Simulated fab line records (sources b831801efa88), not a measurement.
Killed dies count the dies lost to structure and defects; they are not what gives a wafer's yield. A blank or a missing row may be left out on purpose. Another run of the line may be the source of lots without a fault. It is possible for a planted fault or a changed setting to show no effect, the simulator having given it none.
Which tool is to blame? / flow sky130 / 39 wafers from 13 lots sampled at 4 of the route's 708 steps

WHAT EACH GAUGE READ, for each wafer
SKY_SONOS_ONO_OVL_MEAS_14.
lot=L679; measured=day 12 22:35; on=overlay-01; SONOS_ONO_OVL (nm)=1.4 1.7 -0.3
lot=L680; measured=day 13 09:44; on=overlay-02; SONOS_ONO_OVL (nm)=-0.7 -2.2 -0.8
lot=L681; measured=day 13 11:06; on=overlay-02; SONOS_ONO_OVL (nm)=0.9 -0.3 0.1
lot=L683; measured=day 14 06:19; on=overlay-02; SONOS_ONO_OVL (nm)=0.3 0.2 0.6
lot=L684; measured=day 14 16:34; on=overlay-01; SONOS_ONO_OVL (nm)=0.1 -1.0 -0.2
lot=L685; measured=day 14 23:31; on=overlay-01; SONOS_ONO_OVL (nm)=-0.7 -1.9 -0.7
lot=L692; measured=day 17 12:00; on=overlay-02; SONOS_ONO_OVL (nm)=-0.6 0.8 0.7
lot=L693; measured=day 18 01:04; on=overlay-01; SONOS_ONO_OVL (nm)=-2.1 -0.6 -0.9
lot=L694; measured=day 18 03:53; on=overlay-02; SONOS_ONO_OVL (nm)=1.1 0.0 -0.5
lot=L697; measured=day 19 02:21; on=overlay-01; SONOS_ONO_OVL (nm)=-0.9 0.5 -0.5
lot=L699; measured=day 19 21:37; on=overlay-01; SONOS_ONO_OVL (nm)=-0.9 0.7 -0.4
lot=L700; measured=day 20 06:55; on=overlay-01; SONOS_ONO_OVL (nm)=0.7 1.6 1.1
lot=L701; measured=day 21 05:24; on=overlay-01; SONOS_ONO_OVL (nm)=0.6 -0.6 0.1

SKY_SD_N_CD_MEAS_07: the cd target is 380 nm.
lot=L679; measured=day 28 05:02; on=cd sem-01; cd nm (nm)=377.9 381.5 378.8
lot=L680; measured=day 28 17:10; on=cd sem-02; cd nm (nm)=377.5 377.8 377.3
lot=L681; measured=day 29 02:52; on=cd sem-01; cd nm (nm)=377.6 376.2 376.3
lot=L683; measured=day 29 13:35; on=cd sem-01; cd nm (nm)=377.0 380.5 376.3
lot=L684; measured=day 29 21:47; on=cd sem-01; cd nm (nm)=332.3 332.5 330.0
lot=L685; measured=day 30 07:16; on=cd sem-01; cd nm (nm)=381.1 381.7 383.5
lot=L692; measured=day 32 18:14; on=cd sem-01; cd nm (nm)=381.2 380.9 380.9
lot=L693; measured=day 33 04:22; on=cd sem-01; cd nm (nm)=377.5 377.8 377.0
lot=L694; measured=day 33 08:17; on=cd sem-01; cd nm (nm)=380.4 378.7 377.7
lot=L697; measured=day 34 04:01; on=cd sem-01; cd nm (nm)=379.5 378.3 379.0
lot=L699; measured=day 34 19:56; on=cd sem-01; cd nm (nm)=375.6 374.4 374.3
lot=L700; measured=day 35 02:08; on=cd sem-02; cd nm (nm)=376.2 377.7 377.0
lot=L701; measured=day 35 23:16; on=cd sem-01; cd nm (nm)=378.9 377.2 379.9

WHICH TOOL RAN EACH LOT (tool, then ch and the chambers of the sampled wafers, then the start)
lot=L679; SKY_POLY_GATE_STRIP_18=plasma asher-02 ch 1, day 16 16:26; SKY_SD_N_EXPOSE_04=iline stepper-02 ch 0, day 27 14:22
lot=L680; SKY_POLY_GATE_STRIP_18=plasma asher-02 ch 0,1, day 17 05:30; SKY_SD_N_EXPOSE_04=iline stepper-01 ch 0, day 28 03:27
lot=L681; SKY_POLY_GATE_STRIP_18=plasma asher-02 ch 0,1, day 17 07:02; SKY_SD_N_EXPOSE_04=iline stepper-02 ch 0, day 28 13:37
lot=L683; SKY_POLY_GATE_STRIP_18=plasma asher-01 ch 0,1, day 18 04:34; SKY_SD_N_EXPOSE_04=iline stepper-02 ch 0, day 28 23:26
lot=L684; SKY_POLY_GATE_STRIP_18=plasma asher-01 ch 0,1, day 18 13:42; SKY_SD_N_EXPOSE_04=iline stepper-02 ch 0, day 29 07:39
lot=L685; SKY_POLY_GATE_STRIP_18=plasma asher-01 ch 0,1, day 18 23:24; SKY_SD_N_EXPOSE_04=iline stepper-02 ch 0, day 29 17:35
lot=L692; SKY_POLY_GATE_STRIP_18=plasma asher-02 ch 0,1, day 21 16:38; SKY_SD_N_EXPOSE_04=iline stepper-02 ch 0, day 32 05:05
lot=L693; SKY_POLY_GATE_STRIP_18=plasma asher-03 ch 0,1, day 22 05:09; SKY_SD_N_EXPOSE_04=iline stepper-02 ch 0, day 32 14:08
lot=L694; SKY_POLY_GATE_STRIP_18=plasma asher-02 ch 0,1, day 22 08:50; SKY_SD_N_EXPOSE_04=iline stepper-02 ch 0, day 32 18:50
lot=L697; SKY_POLY_GATE_STRIP_18=plasma asher-01 ch 0,1, day 23 06:46; SKY_SD_N_EXPOSE_04=iline stepper-01 ch 0, day 33 15:01
lot=L699; SKY_POLY_GATE_STRIP_18=plasma asher-01 ch 0,1, day 24 01:40; SKY_SD_N_EXPOSE_04=iline stepper-01 ch 0, day 34 06:17
lot=L700; SKY_POLY_GATE_STRIP_18=plasma asher-01 ch 0,1, day 24 09:01; SKY_SD_N_EXPOSE_04=iline stepper-01 ch 0, day 34 13:38
lot=L701; SKY_POLY_GATE_STRIP_18=plasma asher-01 ch 0,1, day 25 06:40; SKY_SD_N_EXPOSE_04=iline stepper-01 ch 0, day 35 10:10
- SKY_POLY_GATE_STRIP_18: strips in O2/N2.
- SKY_SD_N_EXPOSE_04: exposes mask NSDM, target cd 380 nm.

WHAT THE TOOLS THEMSELVES READ (means of the sampled wafers that have a number; where no wafer has one, the mark that the record gives instead)
SKY_POLY_GATE_STRIP_18.
lot=L679; tool=plasma asher-02; chamber pressure mTorr (mTorr)=1502.3; drypump motor current A (A)=5.4; oes product au (a.u.)=0.356; strip time to endpoint s (s)=3.130
lot=L680; tool=plasma asher-02; chamber pressure mTorr (mTorr)=1501.1; drypump motor current A (A)=5.3; oes product au (a.u.)=0.361; strip time to endpoint s (s)=3.157
lot=L681; tool=plasma asher-02; chamber pressure mTorr (mTorr)=1500.0; drypump motor current A (A)=5.3; oes product au (a.u.)=0.360; strip time to endpoint s (s)=3.163
lot=L683; tool=plasma asher-01; chamber pressure mTorr (mTorr)=1500.8; drypump motor current A (A)=5.9; oes product au (a.u.)=0.360; strip time to endpoint s (s)=3.175
lot=L684; tool=plasma asher-01; chamber pressure mTorr (mTorr)=1501.5; drypump motor current A (A)=6.0; oes product au (a.u.)=0.356; strip time to endpoint s (s)=3.134
lot=L685; tool=plasma asher-01; chamber pressure mTorr (mTorr)=1499.2; drypump motor current A (A)=6.0; oes product au (a.u.)=0.367; strip time to endpoint s (s)=3.196
lot=L692; tool=plasma asher-02; chamber pressure mTorr (mTorr)=1500.0; drypump motor current A (A)=5.3; oes product au (a.u.)=0.359; strip time to endpoint s (s)=3.131
lot=L693; tool=plasma asher-03; chamber pressure mTorr (mTorr)=1499.8; drypump motor current A (A)=5.5; oes product au (a.u.)=0.359; strip time to endpoint s (s)=3.126
lot=L694; tool=plasma asher-02; chamber pressure mTorr (mTorr)=1499.9; drypump motor current A (A)=5.4; oes product au (a.u.)=0.370; strip time to endpoint s (s)=3.208
lot=L697; tool=plasma asher-01; chamber pressure mTorr (mTorr)=1500.2; drypump motor current A (A)=5.9; oes product au (a.u.)=0.360; strip time to endpoint s (s)=3.183
lot=L699; tool=plasma asher-01; chamber pressure mTorr (mTorr)=1498.6; drypump motor current A (A)=6.0; oes product au (a.u.)=0.359; strip time to endpoint s (s)=3.148
lot=L700; tool=plasma asher-01; chamber pressure mTorr (mTorr)=1500.1; drypump motor current A (A)=5.9; oes product au (a.u.)=0.363; strip time to endpoint s (s)=3.186
lot=L701; tool=plasma asher-01; chamber pressure mTorr (mTorr)=1499.7; drypump motor current A (A)=6.0; oes product au (a.u.)=0.360; strip time to endpoint s (s)=3.183

SKY_SD_N_EXPOSE_04.
lot=L679; tool=iline stepper-02; exposure dose mJ cm2=141.06
lot=L680; tool=iline stepper-01; exposure dose mJ cm2=141.07
lot=L681; tool=iline stepper-02; exposure dose mJ cm2=141.06
lot=L683; tool=iline stepper-02; exposure dose mJ cm2=140.93
lot=L684; tool=iline stepper-02; exposure dose mJ cm2=140.99
lot=L685; tool=iline stepper-02; exposure dose mJ cm2=140.91
lot=L692; tool=iline stepper-02; exposure dose mJ cm2=140.91
lot=L693; tool=iline stepper-02; exposure dose mJ cm2=141.05
lot=L694; tool=iline stepper-02; exposure dose mJ cm2=140.98
lot=L697; tool=iline stepper-01; exposure dose mJ cm2=141.19
lot=L699; tool=iline stepper-01; exposure dose mJ cm2=141.16
lot=L700; tool=iline stepper-01; exposure dose mJ cm2=140.79
lot=L701; tool=iline stepper-01; exposure dose mJ cm2=141.13

THE ANSWER, worked out from the rows above alone
Rule: the usual values come from the lots themselves. Put in order of their means at a reading, lots are off if they are a third of the lots or fewer, leave a main group of 4 or more, and stand apart from it by a gap of 3 or more times the standard deviation of the main group's means; of several such gaps the widest counts. Not used: any main group whose means are identical at the precision the tables above print for the reading. Also off: a lot with no number at a reading for which 4 or more lots have one. Where the step has rows for the other lots, those lots are counted as sound. After the gauges, taken in route order, come the tools' own readings; for these a lot's mean is taken, as printed above. The first step at which some lot is off is used, and at that step the reading that is off furthest; a lot without a number counts as furthest.
Off: L684 (SKY_SD_N_CD_MEAS_07, cd nm). Main group: mean 378.4 nm, sd 1.9.
A tool fits if, at a process step before that reading, it ran every lot that is off, and no sound lot after the first of them. Gauges at SKY_SD_N_CD_MEAS_07: tried the same way as those tools. Of those tried, none fits.

WHAT THE SIMULATOR PUT IN
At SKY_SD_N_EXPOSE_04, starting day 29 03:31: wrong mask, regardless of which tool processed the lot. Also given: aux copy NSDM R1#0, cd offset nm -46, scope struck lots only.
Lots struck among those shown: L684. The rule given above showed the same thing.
